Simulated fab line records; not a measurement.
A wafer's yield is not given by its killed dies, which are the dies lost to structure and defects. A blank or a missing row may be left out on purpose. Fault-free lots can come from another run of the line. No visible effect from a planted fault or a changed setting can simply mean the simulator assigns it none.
Which of the tools did it? || flow sky130 || 39 wafers from 13 lots sampled at 2 of the route's 708 steps

## WHAT EACH GAUGE READ, for each wafer
SKY_LOCAL_INTERCONNECT_OVL_MEAS_12. Usual: for LOCAL_INTERCONNECT_OVL the level is 0 nm and the standard deviation is 6.
{"lot": "L192", "measured": "day 30 20:04", "on": "overlay-01", "LOCAL_INTERCONNECT_OVL (nm)": "-5 -7 -12", "flag": ""}
{"lot": "L193", "measured": "day 30 21:28", "on": "overlay-01", "LOCAL_INTERCONNECT_OVL (nm)": "-2 -2 2", "flag": ""}
{"lot": "L196", "measured": "day 32 12:43", "on": "overlay-02", "LOCAL_INTERCONNECT_OVL (nm)": "-8 -4 7", "flag": ""}
{"lot": "L198", "measured": "day 32 13:27", "on": "overlay-01", "LOCAL_INTERCONNECT_OVL (nm)": "-7 4 -2", "flag": ""}
{"lot": "L200", "measured": "day 34 02:46", "on": "overlay-02", "LOCAL_INTERCONNECT_OVL (nm)": "-3 -9 -1", "flag": ""}
{"lot": "L202", "measured": "day 34 08:16", "on": "overlay-02", "LOCAL_INTERCONNECT_OVL (nm)": "13 1 12", "flag": ""}
{"lot": "L203", "measured": "day 34 19:08", "on": "overlay-02", "LOCAL_INTERCONNECT_OVL (nm)": "2 -7 -3", "flag": ""}
{"lot": "L204", "measured": "day 35 01:43", "on": "overlay-02", "LOCAL_INTERCONNECT_OVL (nm)": "9 6 13", "flag": ""}
{"lot": "L205", "measured": "day 35 22:05", "on": "overlay-01", "LOCAL_INTERCONNECT_OVL (nm)": "7 2 -9", "flag": ""}
{"lot": "L209", "measured": "day 36 05:58", "on": "overlay-01", "LOCAL_INTERCONNECT_OVL (nm)": "-11 -6 -4", "flag": ""}
{"lot": "L211", "measured": "day 36 20:54", "on": "overlay-01", "LOCAL_INTERCONNECT_OVL (nm)": "-4 -3 -3", "flag": ""}
{"lot": "L213", "measured": "day 37 06:26", "on": "overlay-01", "LOCAL_INTERCONNECT_OVL (nm)": "4 0 5", "flag": ""}
{"lot": "L215", "measured": "day 37 19:49", "on": "overlay-01", "LOCAL_INTERCONNECT_OVL (nm)": "-3 -7 1", "flag": ""}

## WHAT TOOL EACH LOT RAN ON (gives the tool, then ch and the chambers of the sampled wafers, and finally the start)
{"lot": "L192", "SKY_NWELL_IMPLANT_24": "implanter-03 ch 0, day 5 10:08"}
{"lot": "L193", "SKY_NWELL_IMPLANT_24": "implanter-01 ch 0, day 5 14:42"}
{"lot": "L196", "SKY_NWELL_IMPLANT_24": "implanter-01 ch 0, day 6 10:29"}
{"lot": "L198", "SKY_NWELL_IMPLANT_24": "implanter-01 ch 0, day 6 19:00"}
{"lot": "L200", "SKY_NWELL_IMPLANT_24": "implanter-04 ch 0, day 7 08:22"}
{"lot": "L202", "SKY_NWELL_IMPLANT_24": "implanter-04 ch 0, day 7 20:28"}
{"lot": "L203", "SKY_NWELL_IMPLANT_24": "implanter-04 ch 0, day 8 03:04"}
{"lot": "L204", "SKY_NWELL_IMPLANT_24": "implanter-01 ch 0, day 8 09:54"}
{"lot": "L205", "SKY_NWELL_IMPLANT_24": "implanter-04 ch 0, day 8 17:11"}
{"lot": "L209", "SKY_NWELL_IMPLANT_24": "implanter-01 ch 0, day 9 17:19"}
{"lot": "L211", "SKY_NWELL_IMPLANT_24": "implanter-01 ch 0, day 10 05:24"}
{"lot": "L213", "SKY_NWELL_IMPLANT_24": "implanter-03 ch 0, day 10 15:55"}
{"lot": "L215", "SKY_NWELL_IMPLANT_24": "implanter-04 ch 0, day 11 08:46"}
- SKY_NWELL_IMPLANT_24

## AS READ BY THE TOOLS THEMSELVES (means over the sampled wafers that have a number; for cases with no such wafer, the mark the record gives instead)
SKY_NWELL_IMPLANT_24. Usual: dose ions cm2 9.2e+12, standard deviation 1e+10.
{"lot": "L192", "tool": "implanter-03", "dose ions cm2": 9.2e+12, "flag": ""}
{"lot": "L193", "tool": "implanter-01", "dose ions cm2": 9.2e+12, "flag": ""}
{"lot": "L196", "tool": "implanter-01", "dose ions cm2": 9.2e+12, "flag": ""}
{"lot": "L198", "tool": "implanter-01", "dose ions cm2": 9.2e+12, "flag": ""}
{"lot": "L200", "tool": "implanter-04", "dose ions cm2": 9.2e+12, "flag": ""}
{"lot": "L202", "tool": "implanter-04", "dose ions cm2": 9.0e+12, "flag": "OFF"}
{"lot": "L203", "tool": "implanter-04", "dose ions cm2": 9.0e+12, "flag": "OFF"}
{"lot": "L204", "tool": "implanter-01", "dose ions cm2": 9.2e+12, "flag": ""}
{"lot": "L205", "tool": "implanter-04", "dose ions cm2": 9.0e+12, "flag": "OFF"}
{"lot": "L209", "tool": "implanter-01", "dose ions cm2": 9.2e+12, "flag": ""}
{"lot": "L211", "tool": "implanter-01", "dose ions cm2": 9.2e+12, "flag": ""}
{"lot": "L213", "tool": "implanter-03", "dose ions cm2": 9.2e+12, "flag": ""}
{"lot": "L215", "tool": "implanter-04", "dose ions cm2": 9.2e+12, "flag": ""}

## THE ANSWER, worked out from the rows above alone
Rule: a lot counts as off when the mean over its wafers that have a number is more than 3 standard deviations away from the usual mean. Also off: a lot with no number at a reading for which 4 or more lots have one. The other lots that the step has rows for count as sound. First the gauges in route order, then the tools' own readings, where a lot's mean is used as printed above. At the first step where some lot is off, the reading lying furthest off is the one used; lots without a number count as furthest.
Off: L202, L203, L205 (SKY_NWELL_IMPLANT_24, dose ions cm2).
If a tool, at that step or one of the process steps before it, ran each lot that is off and ran no sound lot following the first of them, it fits. Of those tried, none fits.

## WHAT THE SIMULATOR HAD PUT IN
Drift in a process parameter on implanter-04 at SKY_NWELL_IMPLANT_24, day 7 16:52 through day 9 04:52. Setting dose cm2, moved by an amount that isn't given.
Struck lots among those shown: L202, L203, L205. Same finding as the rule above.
